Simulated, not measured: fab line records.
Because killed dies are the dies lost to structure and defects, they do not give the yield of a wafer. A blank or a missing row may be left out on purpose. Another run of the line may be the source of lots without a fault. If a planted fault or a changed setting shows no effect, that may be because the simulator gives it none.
fab line records + flow sky130
record
- lots=6
- wafers=18
- last-day=50
route steps=708 shown LDD_N@238 PAD_OPEN@708
lots that met no fault: from a run of the same line without faults
start-h: the number of hours between the record's first day and the start of the first shown wafer of the lot + wait-h: hours from the lot's prior step to this one + " same as the row above + L1.1+2: a single row standing in for several wafers + - no value present, or no start provided + * or withheld: withheld + < > ~ a bound
route shown NAME@n: NAME is a module with steps in the file, n the number in the route of the first one + usual: mean/standard deviation of fault-free wafers + same: alike in all rows + chamber/n: place in a boat + sites: each site's reading + _std_site: their standard deviation + _edge_site: inner sites' mean taken away from outer sites' mean + radius-mm: for every site, how far away it sits from the centre of the wafer + mask NAME#n: copy n + behind: the tool/chamber that last shaped the wafer + hold: why the lot was held/for how many hours/how that ended + device: transistor that didn't switch, given as n, p or np + end of line: tests of these same wafers at the route's end + a step without rows: its recipe alone + killed: at the first sort, the dies lost to defects and structure; wafer yield is something else + map: shows each die of a wafer: x if killed, . if not, _ if none is there
set.NAME: the setting that was run; set.NAME@STEP: the one run at that earlier step + model.NAME: the simulator's own value behind a step, which no gauge read
lots seen at some steps along the route; tables by step, rows by wafer
services: from which hour (start-h, from the record's first day; less than 0 if before it) a tool's chamber was out of use, for how many hours, and why
## steps
# step SKY_LDD_N_HMDS_01
# recipe
- prime-time-s=60
- prime-temp-c=120
# step SKY_LDD_N_COAT_02
# recipe
- resist=NOVOLAK
- spin-rpm=3000
- resist-thk-nm=300
# step SKY_LDD_N_SOFTBAKE_03
# recipe
- temp-c=90
- time-s=60
- resist=NOVOLAK
# step SKY_LDD_N_EXPOSE_04
# recipe
- mask-id=NTM
- target-cd-nm=840
- na=0.6
- source-shape=conventional
- sigma-outer=0.6
- dose-mj=110
# step SKY_LDD_N_PEB_05
# recipe
- temp-c=withheld
- time-s=*
- resist=NOVOLAK
# step SKY_LDD_N_DEVELOP_06
# recipe
- develop-time-s=60
- dev-temp-c=23
# step SKY_LDD_N_OVL_MEAS_07
# usual
- LDD_N_OVL=-1.0/1.3
| lot.wafer | tool       | chamber | start-h | wait-h | LDD_N_OVL[nm] |
|-----------|------------|---------|---------|--------|---------------|
| L111.1    | overlay-02 | -       | 414.52  | 0.1    | -0.8          |
| L111.2    | "          | -       | "       | "      | -1.7          |
| L111.4    | "          | -       | "       | "      | 0.3           |
| L112.1    | overlay-01 | -       | 428.51  | 0.1    | -3.5          |
| L112.2    | "          | -       | "       | "      | -4.0          |
| L112.6    | "          | -       | "       | "      | -4.2          |
| L121.2    | overlay-01 | -       | 516.37  | 0.1    | 0.9           |
| L121.3    | "          | -       | "       | "      | 0.2           |
| L121.6    | "          | -       | "       | "      | -0.9          |
| L122.1    | overlay-01 | -       | 525.51  | 0.1    | -2.9          |
| L122.4    | "          | -       | "       | "      | -3.9          |
| L122.5    | "          | -       | "       | "      | -4.9          |
| L123.1    | overlay-01 | -       | 530.36  | 0.1    | -1.0          |
| L123.3    | "          | -       | "       | "      | -0.8          |
| L123.5    | "          | -       | "       | "      | 0.3           |
| L129.1    | overlay-02 | -       | 580.62  | 0.1    | -1.2          |
| L129.3    | "          | -       | "       | "      | -0.6          |
| L129.5    | "          | -       | "       | "      | -0.1          |
# step SKY_LDD_N_IMPLANT_08
# recipe
- species=As
- energy-kev=20
- dose-cm2=7.5e+13
- tilt-deg=withheld
- rotation-deg=23
# step SKY_LDD_N_IMPLANT_09
# recipe
- species=As
- energy-kev=20
- dose-cm2=7.5e+13
- tilt-deg=withheld
- rotation-deg=113
# step SKY_LDD_N_IMPLANT_10
# recipe
- species=As
- energy-kev=20
- dose-cm2=7.5e+13
- tilt-deg=withheld
- rotation-deg=203
# step SKY_LDD_N_IMPLANT_11
# recipe
- species=As
- energy-kev=20
- dose-cm2=7.5e+13
- tilt-deg=withheld
- rotation-deg=293
# step SKY_LDD_N_IMPLANT_12
# recipe
- species=BF2
- energy-kev=50
- dose-cm2=5e+12
- tilt-deg=30
- rotation-deg=0
# step SKY_LDD_N_IMPLANT_13
# recipe
- species=BF2
- energy-kev=50
- dose-cm2=5e+12
- tilt-deg=30
- rotation-deg=90
# usual
- rotation-deg=89.996/0.024
- tilt-deg=29.994/0.018
| lot.wafer | tool         | chamber | start-h | wait-h | rotation-deg | tilt-deg |
|-----------|--------------|---------|---------|--------|--------------|----------|
| L111.1    | implanter-02 | 0       | 415.30  | 0.1    | 90.006       | 29.982   |
| L111.2    | "            | 0       | "       | "      | 89.989       | 29.966   |
| L111.4    | "            | 0       | "       | "      | 89.950       | 29.947   |
| L112.1    | implanter-01 | 0       | 429.29  | 0.1    | 89.985       | 30.020   |
| L112.2    | "            | 0       | "       | "      | 89.996       | 29.977   |
| L112.6    | "            | 0       | "       | "      | 90.006       | 29.973   |
| L121.2    | implanter-02 | 0       | 517.18  | 0.1    | 90.019       | -0.025   |
| L121.3    | "            | 0       | "       | "      | 89.965       | 0.008    |
| L121.6    | "            | 0       | "       | "      | 90.016       | -0.014   |
| L122.1    | implanter-02 | 0       | 526.30  | 0.1    | 89.990       | 0.020    |
| L122.4    | "            | 0       | "       | "      | 90.015       | -0.014   |
| L122.5    | "            | 0       | "       | "      | 89.984       | -0.001   |
| L123.1    | implanter-01 | 0       | 531.14  | 0.1    | 90.021       | 29.987   |
| L123.3    | "            | 0       | "       | "      | 89.967       | 30.024   |
| L123.5    | "            | 0       | "       | "      | 89.994       | 30.025   |
| L129.1    | implanter-04 | 0       | 581.40  | 0.1    | 90.010       | 29.997   |
| L129.3    | "            | 0       | "       | "      | 89.995       | 29.993   |
| L129.5    | "            | 0       | "       | "      | 90.024       | 30.003   |
# step SKY_LDD_N_IMPLANT_14
# recipe
- species=BF2
- energy-kev=50
- dose-cm2=5e+12
- tilt-deg=30
- rotation-deg=180
# step SKY_PAD_OPEN_PROBE_99
# usual
- killed_at_M0_to_M3=44/6.5
- killed_at_M4_up=3.3/1.7
- killed-at-contacts=25/5.3
- killed-at-front-end=15/5
- killed-at-other=0.2/0.47
- killed-dies=87/9.9
- killed-on-rim=17/3.8
- killed-open=47/8
- killed-short=39/6.1
# same
- gross-dies=492
- killed-at-back-side=0
| lot.wafer | tool      | chamber | start-h | wait-h | killed_at_M0_to_M3 | killed_at_M4_up | killed-at-contacts | killed-at-front-end | killed-at-other | killed-dies | killed-on-rim | killed-open | killed-short | model.etest.nfet_01v8_turned.vt-sat-v |
|-----------|-----------|---------|---------|--------|--------------------|-----------------|--------------------|---------------------|-----------------|-------------|---------------|-------------|--------------|---------------------------------------|
| L111.1    | prober-01 | -       | 1085.73 | 0.1    | 37                 | 4               | 31                 | 8                   | 0               | 80          | 12            | 46          | 34           | 0.6435                                |
| L111.2    | prober-01 | -       | 1085.78 | 0.1    | 37                 | 3               | 21                 | 14                  | 1               | 76          | 16            | 35          | 41           | 0.6334                                |
| L111.4    | prober-01 | -       | 1085.88 | 0.2    | 35                 | 4               | 15                 | 7                   | 1               | 62          | 13            | 36          | 26           | 0.6402                                |
| L112.1    | prober-02 | -       | 1092.48 | 0.1    | 34                 | 2               | 23                 | 16                  | 1               | 76          | 18            | 42          | 34           | 0.6581                                |
| L112.2    | prober-02 | -       | 1092.53 | 0.1    | 43                 | 7               | 22                 | 11                  | 0               | 83          | 17            | 46          | 37           | 0.6506                                |
| L112.6    | prober-02 | -       | 1092.73 | 0.2    | 49                 | 2               | 26                 | 21                  | 0               | 98          | 24            | 56          | 42           | 0.651                                 |
| L121.2    | prober-01 | -       | 1151.27 | 0.1    | 30                 | 3               | 18                 | 18                  | 0               | 69          | 17            | 29          | 40           | 0.6612                                |
| L121.3    | prober-01 | -       | 1151.32 | 0.2    | 42                 | 5               | 10                 | 13                  | 0               | 70          | 14            | 35          | 35           | 0.6709                                |
| L121.6    | prober-01 | -       | 1151.47 | 0.2    | 53                 | 1               | 19                 | 23                  | 0               | 96          | 23            | 53          | 43           | 0.6687                                |
| L122.1    | prober-02 | -       | 1154.23 | 0.1    | 41                 | 2               | 28                 | 13                  | 0               | 84          | 13            | 34          | 50           | 0.6729                                |
| L122.4    | prober-02 | -       | 1154.38 | 0.2    | 49                 | 4               | 24                 | 20                  | 0               | 97          | 23            | 54          | 43           | 0.6692                                |
| L122.5    | prober-02 | -       | 1154.43 | 0.2    | 48                 | 2               | 29                 | 6                   | 0               | 85          | 13            | 45          | 40           | 0.6727                                |
| L123.1    | prober-01 | -       | 1161.68 | 0.1    | 55                 | 2               | 23                 | 8                   | 0               | 88          | 19            | 52          | 36           | 0.6489                                |
| L123.3    | prober-01 | -       | 1161.78 | 0.2    | 49                 | 3               | 29                 | 8                   | 0               | 89          | 12            | 44          | 45           | 0.6576                                |
| L123.5    | prober-01 | -       | 1161.88 | 0.2    | 42                 | 5               | 21                 | 18                  | 0               | 86          | 15            | 52          | 34           | 0.6486                                |
| L129.1    | prober-01 | -       | 1188.82 | 0.1    | 45                 | 2               | 20                 | 18                  | 0               | 85          | 22            | 49          | 36           | 0.6554                                |
| L129.3    | prober-01 | -       | 1188.92 | 0.2    | 34                 | 3               | 16                 | 13                  | 2               | 68          | 11            | 38          | 30           | 0.6635                                |
| L129.5    | prober-01 | -       | 1189.02 | 0.2    | 37                 | 2               | 31                 | 14                  | 1               | 85          | 10            | 47          | 38           | 0.6505                                |
# killed by level:class
L111.1 CONTACT:geometric-particle:open=14 LI_CONTACT:geometric-particle:open=8 VIA1:geometric-particle:open=7 METAL1:geometric-particle:short=6 CONTACT:geometric-particle:short=5 VIA2:geometric-particle:open=5 VIA3:geometric-particle:open=5 POLY_GATE:geometric-particle:short=4
L111.2 VIA1:geometric-particle:open=9 LI_CONTACT:geometric-particle:open=7 VIA3:geometric-particle:short=5 LOCAL_INTERCONNECT:geometric-particle:short=5 METAL1:geometric-particle:short=5 VIA1:geometric-particle:short=5 POLY_GATE:geometric-particle:short=4 VIA3:geometric-particle:open=4
L111.4 CONTACT:geometric-particle:open=8 VIA1:geometric-particle:open=7 VIA3:geometric-particle:open=6 METAL1:geometric-particle:short=5 VIA2:geometric-particle:open=5 POLY_GATE:geometric-particle:open=3 LI_CONTACT:geometric-particle:short=3 VIA1:geometric-particle:short=3
L112.1 LI_CONTACT:geometric-particle:open=10 METAL1:geometric-particle:short=8 CONTACT:geometric-particle:open=6 VIA1:geometric-particle:open=5 VIA1:geometric-particle:short=5 CONTACT:geometric-particle:short=4 VIA2:geometric-particle:short=4 FIELD_ISO:geometric-particle:open=3
L112.2 VIA1:geometric-particle:open=9 CONTACT:geometric-particle:open=6 VIA2:geometric-particle:open=6 LI_CONTACT:geometric-particle:open=5 VIA3:geometric-particle:short=4 CONTACT:geometric-particle:short=4 METAL1:geometric-particle:short=4 METAL2:geometric-particle:short=4
L112.6 VIA1:geometric-particle:open=10 FIELD_ISO:geometric-particle:open=9 VIA2:geometric-particle:open=9 VIA3:geometric-particle:open=8 CONTACT:geometric-particle:short=7 CONTACT:geometric-particle:open=7 VIA3:geometric-particle:short=6 LI_CONTACT:geometric-particle:open=5
L121.2 CONTACT:geometric-particle:open=8 VIA1:geometric-particle:open=7 METAL1:geometric-particle:short=6 VIA3:geometric-particle:short=5 FIELD_ISO:geometric-particle:short=4 POLY_GATE:geometric-particle:short=4 POLY_GATE:geometric-particle:open=4 LOCAL_INTERCONNECT:geometric-particle:short=4
L121.3 VIA1:geometric-particle:open=11 METAL1:geometric-particle:short=6 METAL2:geometric-particle:short=4 VIA2:geometric-particle:open=4 VIA3:geometric-particle:short=4 METAL4:geometric-particle:short=4 FIELD_ISO:geometric-particle:open=3 FIELD_ISO:geometric-particle:short=3
L121.6 METAL1:geometric-particle:short=10 CONTACT:geometric-particle:open=9 VIA1:geometric-particle:open=9 VIA2:geometric-particle:open=8 FIELD_ISO:geometric-particle:short=7 POLY_GATE:geometric-particle:open=7 VIA1:geometric-particle:short=7 CONTACT:geometric-particle:short=5
L122.1 METAL1:geometric-particle:short=12 LI_CONTACT:geometric-particle:open=10 CONTACT:geometric-particle:open=9 VIA1:geometric-particle:open=7 FIELD_ISO:geometric-particle:short=5 POLY_GATE:geometric-particle:short=5 CONTACT:geometric-particle:short=5 VIA1:geometric-particle:short=5
L122.4 VIA1:geometric-particle:open=10 CONTACT:geometric-particle:open=9 VIA3:geometric-particle:open=9 VIA1:geometric-particle:short=8 METAL2:geometric-particle:short=6 FIELD_ISO:geometric-particle:open=5 LOCAL_INTERCONNECT:geometric-particle:short=5 FIELD_ISO:geometric-particle:short=4
L122.5 VIA1:geometric-particle:open=16 LI_CONTACT:geometric-particle:open=8 CONTACT:geometric-particle:open=7 METAL2:geometric-particle:short=6 VIA2:geometric-particle:open=6 LOCAL_INTERCONNECT:geometric-particle:short=5 CONTACT:geometric-particle:short=5 LI_CONTACT:geometric-particle:short=4
L123.1 VIA1:geometric-particle:open=17 CONTACT:geometric-particle:open=13 VIA2:geometric-particle:open=8 METAL1:geometric-particle:short=7 LI_CONTACT:geometric-particle:open=6 VIA3:geometric-particle:open=6 VIA1:geometric-particle:short=5 METAL2:geometric-particle:short=4
L123.3 VIA1:geometric-particle:open=13 CONTACT:geometric-particle:open=10 LI_CONTACT:geometric-particle:open=7 CONTACT:geometric-particle:short=7 METAL1:geometric-particle:short=7 VIA1:geometric-particle:short=6 FIELD_ISO:geometric-particle:short=5 VIA2:geometric-particle:open=5
L123.5 CONTACT:geometric-particle:open=13 VIA1:geometric-particle:open=11 VIA3:geometric-particle:open=8 FIELD_ISO:geometric-particle:short=6 VIA2:geometric-particle:open=6 VIA3:geometric-particle:short=4 FIELD_ISO:geometric-particle:open=3 POLY_GATE:geometric-particle:open=3
L129.1 VIA1:geometric-particle:open=10 CONTACT:geometric-particle:open=7 VIA2:geometric-particle:open=7 VIA3:geometric-particle:open=6 FIELD_ISO:geometric-particle:short=5 LI_CONTACT:geometric-particle:open=5 METAL1:geometric-particle:short=5 VIA2:geometric-particle:short=5
L129.3 VIA1:geometric-particle:open=9 CONTACT:geometric-particle:open=6 VIA3:geometric-particle:open=6 FIELD_ISO:geometric-particle:open=5 VIA2:geometric-particle:open=4 METAL3:geometric-particle:short=4 FIELD_ISO:geometric-particle:short=3 POLY_GATE:geometric-particle:short=3
L129.5 CONTACT:geometric-particle:open=14 VIA1:geometric-particle:open=8 METAL2:geometric-particle:short=6 LI_CONTACT:geometric-particle:open=5 VIA3:geometric-particle:open=5 METAL3:geometric-particle:short=5 VIA2:geometric-particle:open=5 FIELD_ISO:geometric-particle:open=4
## services
| tool         | chamber | start-h | hours | kind   |
|--------------|---------|---------|-------|--------|
| implanter-04 | -       | 411.31  | 5.5   | repair |
| implanter-01 | -       | 421.14  | 3.7   | repair |
| implanter-01 | -       | 469.80  | 2.2   | repair |
| implanter-02 | -       | 472.25  | 4.7   | repair |
| implanter-02 | -       | 479.76  | 3.3   | pm     |
| implanter-04 | -       | 504.85  | 3.1   | repair |
| implanter-01 | -       | 515.46  | 3.9   | repair |
| implanter-04 | -       | 549.85  | 1.4   | repair |
| implanter-04 | -       | 555.72  | 1.2   | repair |
## key
first-sign
- step=SKY_LDD_N_IMPLANT_13
- reading=tilt-deg
- direction=down
- sigmas=99+
- usual=*
- struck=*
effect none on later readings
model-effect
- step=SKY_PAD_OPEN_PROBE_99
- value=etest.nfet_01v8_turned.vt-sat-v
- without=0.6508
- struck=0.6693
met-at SKY_LDD_N_IMPLANT_13
struck-wafers L121.2,L121.3,L121.6,L122.1,L122.4,L122.5
tester-left-out L121,L122
onset-between 415.30 517.18
fault
- kind=process-parameter-drift
- tool=implanter-02
- chamber=-
- onset-h=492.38
- steps=SKY_LDD_N_IMPLANT_13
- channel=tilt-deg
- offset=*
- shape=step
- end-h=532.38
- acts-in=*
- stated=*
# tester-left-out: of these lots the tester's yield and bins aren't shown, on N5 and GAA mostly nor the transistor test; their killed dies are dies lost to structure and defects alone, not to doping, threshold or leakage, so they don't give the yield
